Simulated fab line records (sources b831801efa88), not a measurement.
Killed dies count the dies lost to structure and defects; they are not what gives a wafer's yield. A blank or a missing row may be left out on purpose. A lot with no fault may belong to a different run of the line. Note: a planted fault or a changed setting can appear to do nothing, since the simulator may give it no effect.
What tool caused it? + flow sky130 + Sampling: 14 lots, 42 wafers, 2 of 708 route steps

## WHAT THE GAUGES READ, wafer by wafer
SKY_GATE_OXIDE_THK_MEAS_02. Usual: GATE_OXIDE_OXIDATION_00_THK gives 10.24 nm (standard deviation 0.2).
| lot  | measured     | on            | GATE_OXIDE_OXIDATION_00_THK (nm) | flag |
|------|--------------|---------------|----------------------------------|------|
| L917 | day 12 10:20 | film_metro-02 | 10.18 10.06 10.19                |      |
| L920 | day 13 10:04 | film_metro-02 | 10.23 10.20 10.32                |      |
| L921 | day 13 18:54 | film_metro-03 | 10.24 10.30 10.13                |      |
| L922 | day 14 03:22 | film_metro-03 | 10.58 10.89 10.54                |      |
| L923 | day 14 12:59 | film_metro-02 | 10.36 10.20 10.14                |      |
| L924 | day 14 17:00 | film_metro-04 | 10.29 10.29 10.16                |      |
| L925 | day 15 09:56 | film_metro-04 | 10.20 10.43 10.51                |      |
| L926 | day 16 18:03 | film_metro-04 | 10.32 10.10 10.27                |      |
| L927 | day 16 21:32 | film_metro-04 | 9.90 10.09 10.16                 |      |
| L929 | day 17 00:36 | film_metro-03 | 10.01 10.12 10.15                |      |
| L930 | day 17 08:34 | film_metro-03 | 10.23 10.15 10.20                |      |
| L936 | day 19 06:17 | film_metro-03 | 10.10 10.30 10.13                |      |
| L939 | day 20 07:00 | film_metro-04 | 13.55 13.55 13.33                | OFF  |
| L940 | day 20 10:49 | film_metro-04 | 13.50 13.58 13.50                | OFF  |

## TOOL THAT RAN EACH LOT (tool first, then ch and the chambers of the sampled wafers, then the start)
| lot  | SKY_GATE_OXIDE_OXIDATION_01   |
|------|-------------------------------|
| L917 | furnace-01 ch 0, day 12 08:55 |
| L920 | furnace-01 ch 0, day 13 08:38 |
| L921 | furnace-02 ch 0, day 13 17:29 |
| L922 | furnace-01 ch 0, day 14 01:57 |
| L923 | furnace-02 ch 0, day 14 11:35 |
| L924 | furnace-02 ch 0, day 14 15:34 |
| L925 | furnace-02 ch 0, day 15 08:30 |
| L926 | furnace-01 ch 0, day 16 16:38 |
| L927 | furnace-02 ch 0, day 16 20:06 |
| L929 | furnace-01 ch 0, day 16 23:11 |
| L930 | furnace-02 ch 0, day 17 07:07 |
| L936 | furnace-02 ch 0, day 19 04:52 |
| L939 | furnace-02 ch 0, day 20 05:35 |
| L940 | furnace-02 ch 0, day 20 09:25 |
- SKY_GATE_OXIDE_OXIDATION_01: stabilise 600 s, purge 300 s, target thk 10.268 nm.

## WHAT THE TOOLS THEMSELVES READ (means of the sampled wafers that have a number; where no wafer has one, the mark that the record gives instead)
The record holds no such reading with a usual standard deviation.

## THE ANSWER, worked out from the rows above alone
Rule: a lot counts as off when the mean over its wafers that have a number is more than 3 standard deviations away from the usual mean. A lot without any number at a reading at which 4 lots or more have one is off too. Any other lot the step has rows for is counted as sound. After the gauges, taken in route order, come the tools' own readings; for these a lot's mean is taken, as printed above. At the first step where some lot is off, the reading lying furthest off is the one used; lots without a number count as furthest.
Off: L939, L940, at SKY_GATE_OXIDE_THK_MEAS_02 (GATE_OXIDE_OXIDATION_00_THK).
If a tool, at a process step before that reading, ran all the lots that are off and no sound lot after the first of them, it fits. Gauges at SKY_GATE_OXIDE_THK_MEAS_02: tried the same way as those tools. Can't be told from this: 2 tools fit, furnace-02 at SKY_GATE_OXIDE_OXIDATION_01, film_metro-04 at SKY_GATE_OXIDE_THK_MEAS_02.

## WHAT THE SIMULATOR HAD INSERTED
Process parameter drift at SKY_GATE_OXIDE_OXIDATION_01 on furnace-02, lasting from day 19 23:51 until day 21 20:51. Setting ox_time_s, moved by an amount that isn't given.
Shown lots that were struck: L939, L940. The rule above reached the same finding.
